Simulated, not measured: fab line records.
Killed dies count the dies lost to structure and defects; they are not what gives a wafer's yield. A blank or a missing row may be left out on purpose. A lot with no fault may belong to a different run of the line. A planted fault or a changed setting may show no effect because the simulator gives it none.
Which tool did it? | flow sky130 | 12 lots, 36 wafers sampled, at 4 steps of a route of 708

## WHAT THE GAUGES READ, wafer by wafer
SKY_SONOS_TUNNEL_CD_MEAS_07: target cd 410 nm.
lot  | measured     | on       | cdNm (nm)
L645 | day 12 07:07 | cdSem-01 | 410.7 413.5 409.9
L646 | day 12 12:13 | cdSem-01 | 408.2 408.4 408.1
L648 | day 13 09:04 | cdSem-02 | 408.6 406.9 408.6
L649 | day 13 18:50 | cdSem-01 | 408.8 407.2 406.7
L650 | day 14 01:07 | cdSem-01 | 415.1 416.7 416.0
L652 | day 14 14:45 | cdSem-02 | 407.9 410.6 409.5
L654 | day 15 09:52 | cdSem-01 | 409.3 408.1 408.4
L655 | day 15 15:52 | cdSem-01 | 404.7 404.8 407.6
L662 | day 18 00:56 | cdSem-02 | 414.8 416.9 414.5
L663 | day 18 08:29 | cdSem-02 | 418.4 417.1 420.4
L664 | day 18 13:49 | cdSem-02 | 409.6 408.4 409.5
L665 | day 18 23:24 | cdSem-02 | 406.5 409.8 407.3

SKY_LDD_HVP_TW_MEAS_10.
lot  | measured     | on           | LDD_HVP_TW
L645 | day 22 20:52 | filmMetro-02 | 457.4 456.3 458.6
L646 | day 23 00:07 | filmMetro-04 | 455.4 458.4 457.0
L648 | day 23 19:59 | filmMetro-03 | 454.3 453.6 456.5
L649 | day 24 10:20 | filmMetro-02 | 459.8 459.5 460.0
L650 | day 24 16:08 | filmMetro-03 | 457.5 459.0 458.3
L652 | day 25 11:10 | filmMetro-04 | 451.4 454.2 452.6
L654 | day 26 03:22 | filmMetro-03 | 456.6 461.9 455.4
L655 | day 26 09:22 | filmMetro-02 | 458.5 460.0 461.1
L662 | day 29 01:09 | filmMetro-02 | 455.5 457.3 457.1
L663 | day 29 03:44 | filmMetro-03 | 455.4 458.3 458.8
L664 | day 29 06:53 | filmMetro-03 | 457.2 460.2 460.4
L665 | day 29 13:53 | filmMetro-04 | 450.8 454.9 452.6

## WHAT TOOL EACH LOT RAN ON (gives the tool, then ch and the chambers of the sampled wafers, and finally the start)
lot  | SKY_SONOS_TUNNEL_COAT_02         | SKY_POLY_GATE_ETCH_17
L645 | lithoTrack-01 ch 0, day 11 18:29 | rieSi-01 ch 1,3, day 17 12:12
L646 | lithoTrack-04 ch 0, day 11 23:29 | rieSi-01 ch 1,3, day 17 17:07
L648 | lithoTrack-02 ch 0, day 12 19:28 | rieSi-02 ch 0,1,3, day 18 13:15
L649 | lithoTrack-02 ch 0, day 13 05:46 | rieSi-01 ch 1,2,3, day 19 05:57
L650 | lithoTrack-01 ch 0, day 13 12:43 | rieSi-02 ch 1,3, day 19 10:03
L652 | lithoTrack-04 ch 0, day 14 01:07 | rieSi-02 ch 0,2, day 20 04:33
L654 | lithoTrack-02 ch 0, day 14 20:14 | rieSi-02 ch 2,3, day 20 23:33
L655 | lithoTrack-04 ch 0, day 15 01:28 | rieSi-01 ch 0,1,2, day 21 06:27
L662 | lithoTrack-04 ch 0, day 17 10:17 | rieSi-02 ch 0,1, day 24 01:06
L663 | lithoTrack-04 ch 0, day 17 16:25 | rieSi-01 ch 0,2, day 24 03:49
L664 | lithoTrack-01 ch 0, day 17 22:17 | rieSi-02 ch 0,1,2, day 24 08:24
L665 | lithoTrack-02 ch 0, day 18 08:44 | rieSi-01 ch 2,3, day 24 14:19
- SKY_SONOS_TUNNEL_COAT_02: resist thk 1140 nm.
- SKY_POLY_GATE_ETCH_17: etches poly-Si in HBr/Cl2, stops on SiO2, target depth 180 nm, time 70.5 s.

## WHAT THE TOOLS THEMSELVES READ (means of the sampled wafers that have a number; where no wafer has one, the mark that the record gives instead)
SKY_SONOS_TUNNEL_COAT_02.
lot  | tool          | spinSpeedRpm (rpm)
L645 | lithoTrack-01 | 3001.2
L646 | lithoTrack-04 | 3003.1
L648 | lithoTrack-02 | 2999.6
L649 | lithoTrack-02 | 2998.2
L650 | lithoTrack-01 | 3001.8
L652 | lithoTrack-04 | 3000.5
L654 | lithoTrack-02 | 2999.2
L655 | lithoTrack-04 | 3001.9
L662 | lithoTrack-04 | 3437.2
L663 | lithoTrack-04 | 3437.7
L664 | lithoTrack-01 | 2997.4
L665 | lithoTrack-02 | 3001.6

SKY_POLY_GATE_ETCH_17.
lot  | tool     | drypumpMotorCurrentA (A) | oesProductAu (a.u.) | throttleValvePct (%)
L645 | rieSi-01 | 6.0                      | 0.973               | 33.683
L646 | rieSi-01 | 6.1                      | 0.985               | 33.692
L648 | rieSi-02 | 5.5                      | 0.986               | 33.682
L649 | rieSi-01 | 6.2                      | 0.984               | 33.683
L650 | rieSi-02 | 5.0                      | 0.983               | 33.691
L652 | rieSi-02 | 6.3                      | 0.976               | 33.690
L654 | rieSi-02 | 5.8                      | 0.995               | 33.688
L655 | rieSi-01 | 6.3                      | 0.989               | 33.681
L662 | rieSi-02 | 5.4                      | 0.974               | 33.690
L663 | rieSi-01 | 6.5                      | 0.983               | 33.684
L664 | rieSi-02 | 5.8                      | 0.981               | 33.683
L665 | rieSi-01 | 6.3                      | 0.975               | 33.684

## THE ANSWER, worked out from the rows above alone
Rule: usual is defined by the lots themselves. The widest of any qualifying gaps counts: lots, ordered by their means at a reading, are off when they make up no more than a third of the lots, leave a main group of 4 or more, and stand apart from it by 3 or more times the standard deviation of that group's means. If all means in a main group match to the digits the tables above print for the reading, that group is not used. A lot without any number at a reading at which 4 lots or more have one is off too. The other lots that the step has rows for count as sound. Order of review: gauges by route order, followed by the tools' own readings, for which a lot's mean as printed above is used. The first step at which some lot is off is used, and at that step the reading that is off furthest; a lot without a number counts as furthest.
Off: L662, L663 (SKY_SONOS_TUNNEL_COAT_02, spinSpeedRpm). Mean 3000.4 rpm and standard deviation 1.7 in the main group.
If a tool, at that step or one of the process steps before it, ran each lot that is off and ran no sound lot following the first of them, it fits. One candidate fits, namely lithoTrack-04 at SKY_SONOS_TUNNEL_COAT_02. A fault onset in the window from L655 (day 15 01:28, its last sound lot) to L662 (day 17 10:17, its first lot off) fits.
The tool's own readings at SKY_SONOS_TUNNEL_COAT_02 bear it out: on the lots that are off they differ by more than 5 times the standard deviation of the sound lots' means. spinSpeedRpm reads 3437.4 rpm there against 3000.4 rpm on the sound lots.

## WHAT THE SIMULATOR HAD PUT IN
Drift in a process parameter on lithoTrack-04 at SKY_SONOS_TUNNEL_COAT_02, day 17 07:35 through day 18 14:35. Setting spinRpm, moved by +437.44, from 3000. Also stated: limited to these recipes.
Struck lots among those shown: L662, L663. This agrees with what the rule above found.
